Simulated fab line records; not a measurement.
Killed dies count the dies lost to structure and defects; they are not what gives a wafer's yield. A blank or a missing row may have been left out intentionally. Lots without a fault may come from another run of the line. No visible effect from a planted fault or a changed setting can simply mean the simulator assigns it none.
A single fault, viewed from 2 desks -- flow sky130 -- only its own numbers are on each desk; what lay behind them is given at the end

== FOR THE TOOL OWNER'S DESK: litho_track-04 ==
The tool's own readings at SKY_VIA3_COAT_06 (resist thk 60 nm): means of the sampled wafers that have a number, for each lot that ran on this tool. The brackets show how far a lot's mean lies from the usual mean; more than 4 standard deviations puts the lot out of limits, marked OUT.
Columns: A = spin_speed_rpm at SKY_VIA3_COAT_06, usual 3000.1 rpm
lot,first seen here,A
L189,day 38 19:22,3001.0
L190,day 39 12:27,3001.3
L192,day 39 20:18,3440.5 (+99 or more) OUT
L194,day 40 11:00,3441.9 (+99 or more) OUT
L206,day 44 10:13,2999.9
L207,day 44 11:46,2999.9
L209,day 44 23:54,2999.8
This desk finds L192, L194 out of limits, L192 being first, at day 39 20:18 (spin_speed_rpm at SKY_VIA3_COAT_06). In limits: L189, L190, L206, L207, L209.

== METROLOGY DESK ==
What the gauges read, lot by lot, whatever tool the lot ran on: means of the sampled wafers that have a number. The brackets show how far a lot's mean lies from the usual mean; more than 4 standard deviations puts the lot out of limits, marked OUT.
Columns: A = cd_nm at SKY_METAL3_CD_MEAS_13, usual 300.0 nm; B = METAL3_OVL at SKY_METAL3_OVL_MEAS_14, usual 1 nm
lot,first seen here,A,B
L189,day 38 05:02,297.6,3
L190,day 38 21:59,300.7,3
L192,day 39 06:51,299.0,-2
L194,day 39 21:52,300.3,2
L202,day 43 04:04,300.1,0
L205,day 43 13:46,300.3,4
L206,day 43 21:35,301.0,7
L207,day 43 23:05,300.7,3
L208,day 44 02:20,300.4,-1
L210,day 44 09:28,300.8,9
L209,day 44 12:31,298.7,0
L212,day 44 20:19,299.7,-1
Result from this desk: across the 12 lots, nothing is out of limits.

== ALL TOGETHER ==
The tool owner's desk could have raised an alarm at day 39 20:18, on L192, L194.
At the metrology desk, nothing out of limits was observed.
The metrology desk holds a record of L192, L194, inside its limits.
SKY_VIA3_COAT_06 was run on litho_track-04 by each of the lots named.

== WHAT THE SIMULATOR HAD INSERTED ==
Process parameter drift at SKY_VIA3_COAT_06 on litho_track-04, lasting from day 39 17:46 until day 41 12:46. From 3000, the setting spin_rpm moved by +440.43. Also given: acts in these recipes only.
Lots struck among those shown: L192, L194.
Time in hours from fault onset to the first out-of-limits reading at each desk: the tool owner's desk, 3.
